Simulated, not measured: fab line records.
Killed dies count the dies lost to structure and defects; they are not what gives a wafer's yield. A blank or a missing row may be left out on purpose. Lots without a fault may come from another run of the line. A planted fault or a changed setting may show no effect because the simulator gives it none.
Which tool is to blame? / flow gf180mcu / 39 wafers from 13 lots sampled at 4 of the route's 602 steps

WHAT EACH GAUGE READ, for each wafer
GF_HV_LDD_OVL_MEAS_08. Usual: HV_LDD_OVL -0.4 nm, standard deviation 1.3.
lot=L648; measured=day 10 02:23; on=overlay-01; HV_LDD_OVL (nm)=-0.2 0.3 -0.9; flag=
lot=L649; measured=day 10 05:56; on=overlay-01; HV_LDD_OVL (nm)=2.6 -2.7 -0.5; flag=
lot=L650; measured=day 10 16:50; on=overlay-01; HV_LDD_OVL (nm)=-0.2 -1.0 0.5; flag=
lot=L651; measured=day 10 19:59; on=overlay-01; HV_LDD_OVL (nm)=0.7 0.4 0.6; flag=
lot=L652; measured=day 11 02:53; on=overlay-01; HV_LDD_OVL (nm)=1.9 4.0 2.2; flag=
lot=L654; measured=day 11 21:50; on=overlay-02; HV_LDD_OVL (nm)=1.5 -1.1 0.1; flag=
lot=L657; measured=day 12 20:54; on=overlay-01; HV_LDD_OVL (nm)=0.0 0.8 -0.4; flag=
lot=L659; measured=day 13 06:23; on=overlay-02; HV_LDD_OVL (nm)=-0.4 0.3 -0.9; flag=
lot=L661; measured=day 14 03:35; on=overlay-02; HV_LDD_OVL (nm)=-2.0 -0.5 -1.3; flag=
lot=L662; measured=day 14 06:23; on=overlay-01; HV_LDD_OVL (nm)=0.0 -0.5 -0.7; flag=
lot=L663; measured=day 14 16:29; on=overlay-01; HV_LDD_OVL (nm)=1.4 -1.7 0.1; flag=
lot=L664; measured=day 14 21:23; on=overlay-01; HV_LDD_OVL (nm)=0.0 1.7 1.1; flag=
lot=L671; measured=day 17 05:08; on=overlay-01; HV_LDD_OVL (nm)=0.1 -0.8 0.6; flag=

GF_HV_LDD_CD_MEAS_31 targets a cd of 400 nm. Usual: cd_nm 400.5 nm, standard deviation 2.6.
lot=L648; measured=day 11 14:50; on=cd_sem-01; cd_nm (nm)=396.0 397.6 395.2; flag=
lot=L649; measured=day 11 18:31; on=cd_sem-02; cd_nm (nm)=400.8 397.3 398.3; flag=
lot=L650; measured=day 12 05:35; on=cd_sem-01; cd_nm (nm)=402.1 403.7 402.0; flag=
lot=L651; measured=day 12 08:40; on=cd_sem-01; cd_nm (nm)=397.9 394.9 396.4; flag=
lot=L652; measured=day 12 15:41; on=cd_sem-01; cd_nm (nm)=401.1 399.9 399.7; flag=
lot=L654; measured=day 13 13:28; on=cd_sem-01; cd_nm (nm)=400.3 397.7 400.0; flag=
lot=L657; measured=day 14 14:10; on=cd_sem-01; cd_nm (nm)=400.3 399.3 399.9; flag=
lot=L659; measured=day 15 00:19; on=cd_sem-01; cd_nm (nm)=399.7 399.4 403.7; flag=
lot=L661; measured=day 15 21:52; on=cd_sem-02; cd_nm (nm)=400.6 400.8 400.2; flag=
lot=L662; measured=day 16 01:40; on=cd_sem-02; cd_nm (nm)=405.5 404.3 403.3; flag=
lot=L663; measured=day 16 13:08; on=cd_sem-02; cd_nm (nm)=397.5 400.2 398.5; flag=
lot=L664; measured=day 16 17:14; on=cd_sem-02; cd_nm (nm)=401.8 403.1 401.3; flag=
lot=L671; measured=day 19 05:01; on=cd_sem-02; cd_nm (nm)=399.6 399.0 399.0; flag=

TOOL THAT RAN EACH LOT (tool first, then ch and the chambers of the sampled wafers, then the start)
lot=L648; GF_POLY_GATE_ETCH_13=rie_si-02 ch 0,1,3, day 9 07:01; GF_POLY_GATE_STRIP_14=plasma_asher-01 ch 0,1, day 9 07:04
lot=L649; GF_POLY_GATE_ETCH_13=rie_si-02 ch 2,3, day 9 11:16; GF_POLY_GATE_STRIP_14=plasma_asher-02 ch 0,1, day 9 11:19
lot=L650; GF_POLY_GATE_ETCH_13=rie_si-01 ch 0,2, day 9 19:16; GF_POLY_GATE_STRIP_14=plasma_asher-03 ch 1, day 9 19:19
lot=L651; GF_POLY_GATE_ETCH_13=rie_si-02 ch 0,3, day 9 22:37; GF_POLY_GATE_STRIP_14=plasma_asher-03 ch 0,1, day 9 22:40
lot=L652; GF_POLY_GATE_ETCH_13=rie_si-01 ch 1,3, day 10 06:37; GF_POLY_GATE_STRIP_14=plasma_asher-03 ch 0,1, day 10 06:40
lot=L654; GF_POLY_GATE_ETCH_13=rie_si-02 ch 1,2, day 11 01:34; GF_POLY_GATE_STRIP_14=plasma_asher-02 ch 0,1, day 11 01:39
lot=L657; GF_POLY_GATE_ETCH_13=rie_si-01 ch 0,2,3, day 11 20:16; GF_POLY_GATE_STRIP_14=plasma_asher-02 ch 0,1, day 11 20:21
lot=L659; GF_POLY_GATE_ETCH_13=rie_si-01 ch 0,2, day 12 09:10; GF_POLY_GATE_STRIP_14=plasma_asher-01 ch 0,1, day 12 09:13
lot=L661; GF_POLY_GATE_ETCH_13=rie_si-01 ch 0,3, day 13 04:34; GF_POLY_GATE_STRIP_14=plasma_asher-02 ch 0,1, day 13 04:37
lot=L662; GF_POLY_GATE_ETCH_13=rie_si-01 ch 1,2, day 13 07:40; GF_POLY_GATE_STRIP_14=plasma_asher-02 ch 0,1, day 13 07:43
lot=L663; GF_POLY_GATE_ETCH_13=rie_si-02 ch 1,2, day 13 18:16; GF_POLY_GATE_STRIP_14=plasma_asher-02 ch 0,1, day 13 18:21
lot=L664; GF_POLY_GATE_ETCH_13=rie_si-02 ch 0,3, day 13 23:10; GF_POLY_GATE_STRIP_14=plasma_asher-01 ch 0,1, day 13 23:15
lot=L671; GF_POLY_GATE_ETCH_13=rie_si-01 ch 0,2, day 16 04:04; GF_POLY_GATE_STRIP_14=plasma_asher-01 ch 0,1, day 16 04:07
- GF_POLY_GATE_ETCH_13: etches poly-Si in HBr/Cl2, stops on SiO2, target depth 198.5 nm, time 72.55 s.
- GF_POLY_GATE_STRIP_14: strips in O2/N2.

AS READ BY THE TOOLS THEMSELVES (means over the sampled wafers that have a number; for cases with no such wafer, the mark the record gives instead)
GF_POLY_GATE_ETCH_13. Usual: drypump_motor_current_A 5.9 A, standard deviation 0.43; oes_product_au 0.984 a.u., standard deviation 0.007; throttle_valve_pct 33.686 %, standard deviation 0.0099.
lot=L648; tool=rie_si-02; drypump_motor_current_A (A)=6.0; oes_product_au (a.u.)=0.976; throttle_valve_pct (%)=33.685; flag=
lot=L649; tool=rie_si-02; drypump_motor_current_A (A)=6.2; oes_product_au (a.u.)=0.976; throttle_valve_pct (%)=33.681; flag=
lot=L650; tool=rie_si-01; drypump_motor_current_A (A)=5.7; oes_product_au (a.u.)=0.987; throttle_valve_pct (%)=33.685; flag=
lot=L651; tool=rie_si-02; drypump_motor_current_A (A)=6.1; oes_product_au (a.u.)=0.981; throttle_valve_pct (%)=33.685; flag=
lot=L652; tool=rie_si-01; drypump_motor_current_A (A)=5.5; oes_product_au (a.u.)=0.977; throttle_valve_pct (%)=33.683; flag=
lot=L654; tool=rie_si-02; drypump_motor_current_A (A)=6.1; oes_product_au (a.u.)=0.976; throttle_valve_pct (%)=33.689; flag=
lot=L657; tool=rie_si-01; drypump_motor_current_A (A)=5.9; oes_product_au (a.u.)=0.990; throttle_valve_pct (%)=33.691; flag=
lot=L659; tool=rie_si-01; drypump_motor_current_A (A)=5.7; oes_product_au (a.u.)=0.990; throttle_valve_pct (%)=33.684; flag=
lot=L661; tool=rie_si-01; drypump_motor_current_A (A)=6.0; oes_product_au (a.u.)=0.994; throttle_valve_pct (%)=33.690; flag=
lot=L662; tool=rie_si-01; drypump_motor_current_A (A)=5.3; oes_product_au (a.u.)=0.995; throttle_valve_pct (%)=33.680; flag=
lot=L663; tool=rie_si-02; drypump_motor_current_A (A)=6.2; oes_product_au (a.u.)=0.983; throttle_valve_pct (%)=33.684; flag=
lot=L664; tool=rie_si-02; drypump_motor_current_A (A)=6.0; oes_product_au (a.u.)=0.990; throttle_valve_pct (%)=33.681; flag=
lot=L671; tool=rie_si-01; drypump_motor_current_A (A)=5.5; oes_product_au (a.u.)=0.986; throttle_valve_pct (%)=33.699; flag=

GF_POLY_GATE_STRIP_14. Usual: drypump_motor_current_A 5.9 A, standard deviation 0.32; heater_power_w 331 W, standard deviation 20; oes_product_au 0.503 a.u., standard deviation 0.0048.
lot=L648; tool=plasma_asher-01; drypump_motor_current_A (A)=5.8; heater_power_w (W)=325; oes_product_au (a.u.)=0.504; flag=
lot=L649; tool=plasma_asher-02; drypump_motor_current_A (A)=5.9; heater_power_w (W)=324; oes_product_au (a.u.)=0.505; flag=
lot=L650; tool=plasma_asher-03; drypump_motor_current_A (A)=6.4; heater_power_w (W)=327; oes_product_au (a.u.)=0.508; flag=
lot=L651; tool=plasma_asher-03; drypump_motor_current_A (A)=6.2; heater_power_w (W)=328; oes_product_au (a.u.)=0.502; flag=
lot=L652; tool=plasma_asher-03; drypump_motor_current_A (A)=6.0; heater_power_w (W)=333; oes_product_au (a.u.)=0.502; flag=
lot=L654; tool=plasma_asher-02; drypump_motor_current_A (A)=5.7; heater_power_w (W)=334; oes_product_au (a.u.)=0.504; flag=
lot=L657; tool=plasma_asher-02; drypump_motor_current_A (A)=5.9; heater_power_w (W)=325; oes_product_au (a.u.)=0.507; flag=
lot=L659; tool=plasma_asher-01; drypump_motor_current_A (A)=5.6; heater_power_w (W)=351; oes_product_au (a.u.)=0.501; flag=
lot=L661; tool=plasma_asher-02; drypump_motor_current_A (A)=5.9; heater_power_w (W)=326; oes_product_au (a.u.)=0.475; flag=OFF
lot=L662; tool=plasma_asher-02; drypump_motor_current_A (A)=5.7; heater_power_w (W)=328; oes_product_au (a.u.)=0.475; flag=OFF
lot=L663; tool=plasma_asher-02; drypump_motor_current_A (A)=5.9; heater_power_w (W)=330; oes_product_au (a.u.)=0.498; flag=
lot=L664; tool=plasma_asher-01; drypump_motor_current_A (A)=5.8; heater_power_w (W)=325; oes_product_au (a.u.)=0.501; flag=
lot=L671; tool=plasma_asher-01; drypump_motor_current_A (A)=5.6; heater_power_w (W)=349; oes_product_au (a.u.)=0.496; flag=

THE ANSWER, worked out from the rows above alone
Rule: a lot is off if the mean of its wafers that have a number lies more than 3 standard deviations from the usual mean. A lot without any number at a reading at which 4 lots or more have one is off too. The other lots that the step has rows for count as sound. The gauges are gone through in route order, then the tools' own readings, and for those a lot's mean is taken as printed above. At the first step where some lot is off, the reading lying furthest off is the one used; lots without a number count as furthest.
Off: L661, L662 (GF_POLY_GATE_STRIP_14, oes_product_au).
A tool fits if, at that step or a process step before it, it ran every lot that is off, and no sound lot after the first of them. Of those tried, none fits.

WHAT WAS PUT IN BY THE SIMULATOR
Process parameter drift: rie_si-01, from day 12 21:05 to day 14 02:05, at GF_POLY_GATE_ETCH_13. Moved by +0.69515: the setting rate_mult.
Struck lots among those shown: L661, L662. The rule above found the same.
